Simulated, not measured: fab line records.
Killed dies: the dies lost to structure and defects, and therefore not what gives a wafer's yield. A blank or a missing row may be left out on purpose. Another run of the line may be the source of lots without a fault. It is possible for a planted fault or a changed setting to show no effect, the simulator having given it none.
Struck lot and sound lot, side by side	flow sky130	18 steps out of a route of 708
Sound: the wafers L300.1, L300.5, L300.6. Struck: wafers L289.1, L289.3, L289.4. At the end, the cause is stated.
Each step with rows lists, per side, the tool, then ch with its chambers, then its first start. Under that, the readings that differ: sound wafers	struck wafers	difference of the means	sigmas: that difference in standard deviations of wafers without a fault.
alike: words and numbers the same on both sides, and readings whose means are apart by under 2 such deviations; not compared: readings that were withheld, readings missing a value for some wafer, numbers with overlapping values and no deviation given by the record, and bounds like >300 which may hide the same value.
A row with sigmas, a row that says differs or no value, or rows on one side alone: a step with any of these is where the two part. Numbers that have no deviation but don't overlap get no sigmas and don't part them. A reading missing from all wafers of one side parts the sides only when that side holds two or more wafers.

first, 1 step without rows for these wafers: SKY_VT_ADJUST_NCORE_DEVELOP_06 (develop time 60 s).
SKY_VT_ADJUST_NCORE_CD_MEAS_07 targets a cd of 380 nm.
  struck on cd sem-02, day 10 05:38; sound on cd sem-02, day 13 13:17
  alike: cd nm
SKY_VT_ADJUST_NCORE_OVL_MEAS_08:
  struck on overlay-02, day 10 05:46; sound on overlay-01, day 13 13:25
  alike: VT_ADJUST_NCORE_OVL
following that, these wafers have no rows for 1 step: SKY_VT_ADJUST_NCORE_IMPLANT_09.
SKY_VT_ADJUST_NCORE_STRIP_10: strips in O2/N2.
  sound on plasma asher-01 ch 0,1, day 13 13:36; struck on plasma asher-01 ch 0,1, day 10 05:57
  alike: drypump motor current A, o2 flow sccm, oes product au, strip time to endpoint s
  not compared: rf hours counter h
SKY_VT_ADJUST_NCORE_TW_MEAS_11:
  struck on film metro-04, day 10 06:03; sound on film metro-04, day 13 13:42
  alike: VT_ADJUST_NCORE_TW
then, 6 steps without rows for these wafers: SKY_VT_ADJUST_HVTR_DEHYDRATE_00 (time 60 s); SKY_VT_ADJUST_HVTR_HMDS_01 (prime time 60 s); SKY_VT_ADJUST_HVTR_COAT_02 (resist thk 1140 nm); SKY_VT_ADJUST_HVTR_SOFTBAKE_03 (time 60 s); SKY_VT_ADJUST_HVTR_EXPOSE_04 (exposes mask HVTRM, target cd 380 nm); SKY_VT_ADJUST_HVTR_PEB_05.
SKY_VT_ADJUST_HVTR_DEVELOP_06: develop time 60 s.
  sound on litho track-02 ch 0, day 14 16:14; struck on litho track-04 ch 0, day 11 04:04
SKY_VT_ADJUST_HVTR_OVL_MEAS_08:
  struck on overlay-01, day 11 04:20; sound on overlay-02, day 14 16:31
  alike: VT_ADJUST_HVTR_OVL
following that, these wafers have no rows for 1 step: SKY_VT_ADJUST_HVTR_IMPLANT_09.
SKY_VT_ADJUST_HVTR_STRIP_10: strips in O2/N2.
  sound on plasma asher-02 ch 0,1, day 14 16:42; struck on plasma asher-03 ch 0,1, day 11 04:31
  alike: drypump motor current A, o2 flow sccm, oes product au, strip time to endpoint s
  not compared: rf hours counter h
SKY_VT_ADJUST_HVTR_TW_MEAS_11:
  struck on film metro-04, day 11 04:37; sound on film metro-01, day 14 16:48
reading	sound	struck	difference	sigmas
VT_ADJUST_HVTR_TW	210.5 209.8 210.4	30.3 30.3 30.3	-179.9	-95
then, 1 step without rows for these wafers: SKY_VT_ADJUST_PCH_DEHYDRATE_00 (time 60 s).

== WHERE THEY PART ==
Within this record, at SKY_VT_ADJUST_HVTR_TW_MEAS_11 only.

WHY: whatever the simulator had introduced
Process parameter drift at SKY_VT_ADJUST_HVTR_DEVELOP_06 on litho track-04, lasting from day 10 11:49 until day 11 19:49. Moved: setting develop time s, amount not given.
